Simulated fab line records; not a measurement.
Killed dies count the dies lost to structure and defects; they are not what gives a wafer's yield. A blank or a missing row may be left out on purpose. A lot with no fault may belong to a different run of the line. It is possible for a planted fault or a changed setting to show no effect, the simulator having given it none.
Problem report, 8D (eight disciplines) form, completed by code :: flow gf180mcu :: the parts of the form that need people (team, actions taken, sign-off) are left out

== 1. WHAT IS WRONG ==
CONTACT_CVD_02_THK at GF_CONTACT_THK_MEAS_03 reads a mean of 1024 nm on 4 wafers of 2 lots; wafers without a fault read 858 nm with a standard deviation of 12. Relative to the usual mean, that is a shift of +14 standard deviations.
First seen on wafer L896.2, day 18 10:57, on film_metro-04. Wafers with a number at this step in the record: 18, from 6 lots. The rule behind "out" and "out of limits": a value lying over 4 standard deviations away from the usual mean. The other wafers with a number count as sound.

== 2. WHAT IT IS, WHAT IT ISN'T ==
question: which readings at this step
is: CONTACT_CVD_02_THK
is not: -

question: which lots
is: L896, L897
is not: L890, L901, L902, L904

question: which wafers of those lots
is: L896.2, L896.5, L897.2, L897.6
is not: L896.3, L897.1

question: read on which gauges
is: film_metro-01, film_metro-04
is not: -

question: when
is: from day 18 10:57
is not: up to then (4 sound wafers); but 10 sound wafers of L897, L901, L902, L904 came after

== 3. SUSPECTS, AND WHAT RULES EACH OUT ==
Counting: if a tool at a process step up to the reading ran every lot that is out, it stays a suspect. Sound lots after the first of them don't rule it out here, since some wafers of a struck lot are sound.
- the gauge at GF_CONTACT_THK_MEAS_03: ruled out. Those wafers that are out were read across 2 gauges (film_metro-01, film_metro-04).
- pecvd-01 at GF_CONTACT_CVD_02 (deposits SiO2 from TEOS, target thk 860 nm, time 95.992 s): kept. It ran every lot that is out, first L896 (day 18 10:52); its last sound lot up to then is L890 (day 16 06:31).
- Within pecvd-01 at GF_CONTACT_CVD_02, the wafers that are out were processed in chamber 1 and their sound lot-mates in chamber 0.
After counting, what remains is pecvd-01 at GF_CONTACT_CVD_02.

== 4. THE CAUSE (what the simulator had put in) ==
pecvd-01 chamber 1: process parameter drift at GF_CONTACT_CVD_02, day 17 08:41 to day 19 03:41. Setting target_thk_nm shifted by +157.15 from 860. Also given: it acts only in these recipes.
The count eliminated every tool but this one.

== 5. SEQUENCE OF EFFECTS, ordered by route ==
One row per reading whose mean, taken over the struck wafers that have a number, lies over 3 standard deviations from the usual. Readings are gone through only where the record gives a usual standard deviation; hours: the median, over the lots, of the time from a lot's start at the first step in this table giving one to that lot's start at this step; sigmas: the change measured in usual standard deviations.
hours: 0
step: GF_CONTACT_THK_MEAS_03
reading: CONTACT_CVD_02_THK
usual: 858 nm
on struck wafers: 1024
change: +166
sigmas: +14

hours: 3
step: GF_CONTACT_CMP_04
reading: time_to_endpoint_s
usual: 108 s
on struck wafers: 170
change: +62
sigmas: +10
It contains these process steps:
- GF_CONTACT_CMP_04: polishes SiO2.
Later steps that measure or inspect, where all struck wafers having a row at the step show a number for every such reading and not one has moved that far: GF_CONTACT_BOW_MEAS_05, GF_CONTACT_CD_MEAS_14, GF_CONTACT_OVL_MEAS_15, GF_CONTACT_RS_MEAS_25, GF_CONTACT_THK_MEAS_26.

== 6. HOW IT WOULD HAVE BEEN CAUGHT EARLIER ==
In this record the first reading out of limits at a measuring or inspecting step was taken at day 18 10:57, 26 hours after the fault began at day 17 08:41.
An alarm limit of 4 standard deviations would not have fired on the tool readings at GF_CONTACT_CVD_02 for which the record gives a usual standard deviation, since none of them was out on any struck wafer.
Of the lots that are out (2), L897 began GF_CONTACT_CVD_02 on pecvd-01 after day 18 10:57. A tool hold placed at that time would have kept it from harm.
